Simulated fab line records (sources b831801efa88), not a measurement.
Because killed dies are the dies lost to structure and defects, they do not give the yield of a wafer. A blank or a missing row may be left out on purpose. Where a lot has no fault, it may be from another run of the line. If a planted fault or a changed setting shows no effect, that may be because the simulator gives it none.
A single fault, viewed from 2 desks + flow sky130 + what lay behind the numbers comes last; until then each desk has only its own

== THE TOOL OWNER'S DESK: implanter-03 ==
The tool's own readings at SKY_NWELL_IMPLANT_12, given as means over the sampled wafers that have a number, one for each lot that went through this tool. If a lot's mean is further than 4 standard deviations from the usual mean, the lot is out of limits and carries the mark OUT (the distance appears in the brackets).
Columns: A = beamOnS at SKY_NWELL_IMPLANT_12, usual 10.00 s; B = faradayCurrentUA at SKY_NWELL_IMPLANT_12, usual 7.33
| lot  | first seen here | A                | B               |
|------|-----------------|------------------|-----------------|
| L374 | day 4 19:08     | 9.94             | 7.34            |
| L376 | day 5 11:38     | 9.93             | 7.38            |
| L377 | day 5 14:32     | 10.12            | 7.24            |
| L388 | day 8 03:08     | 10.75            | 6.83            |
| L389 | day 8 10:47     | 10.28            | 7.15            |
| L391 | day 9 03:17     | 10.91 (+4.6) OUT | 6.76 (-4.1) OUT |
Finding of this desk: L391 out of limits; the first was L391 at day 9 03:17, on beamOnS at SKY_NWELL_IMPLANT_12. In limits: L374, L376, L377, L388, L389.

== METROLOGY DESK ==
What the gauges read, lot by lot, whatever tool the lot ran on: means of the sampled wafers that have a number. If a lot's mean is further than 4 standard deviations from the usual mean, the lot is out of limits and carries the mark OUT (the distance appears in the brackets).
Columns: A = NWELL_RS at SKY_NWELL_RS_MEAS_29, usual 625.1 ohm/sq; B = cdNm at SKY_VT_ADJUST_HVTP_CD_MEAS_07, usual 380.3 nm
| lot  | first seen here | A     | B     |
|------|-----------------|-------|-------|
| L374 | day 5 13:47     | 625.6 | 379.0 |
| L375 | day 5 22:10     | 625.6 | 383.4 |
| L376 | day 6 07:22     | 623.4 | 382.5 |
| L377 | day 6 10:16     | 623.9 | 380.8 |
| L378 | day 6 22:09     | 623.6 | 382.0 |
| L380 | day 7 00:06     | 627.1 | 376.2 |
| L388 | day 9 01:04     | 623.3 | 383.1 |
| L389 | day 9 08:24     | 624.7 | 381.8 |
| L391 | day 10 01:39    | 620.6 | 379.4 |
| L392 | day 10 08:58    | 627.3 | 379.8 |
| L394 | day 10 16:56    | 627.0 | 379.8 |
| L395 | day 10 21:02    | 624.9 | 377.3 |
This desk's verdict: no lot among the 12 shows anything out of limits.

== PUT TOGETHER ==
The tool owner's desk could have raised an alarm at day 9 03:17, on L391.
Nothing out of limits was seen by the metrology desk.
The metrology desk holds a record of L391, inside its limits.
Of the lots named, all ran SKY_NWELL_IMPLANT_12 on implanter-03.

== WHAT THE SIMULATOR HAD INSERTED ==
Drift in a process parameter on implanter-03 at SKY_NWELL_IMPLANT_12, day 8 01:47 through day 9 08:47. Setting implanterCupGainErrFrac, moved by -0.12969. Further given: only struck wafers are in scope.
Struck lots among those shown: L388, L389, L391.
Each desk's first reading out of limits, in hours after the fault started: the tool owner's desk, 26.
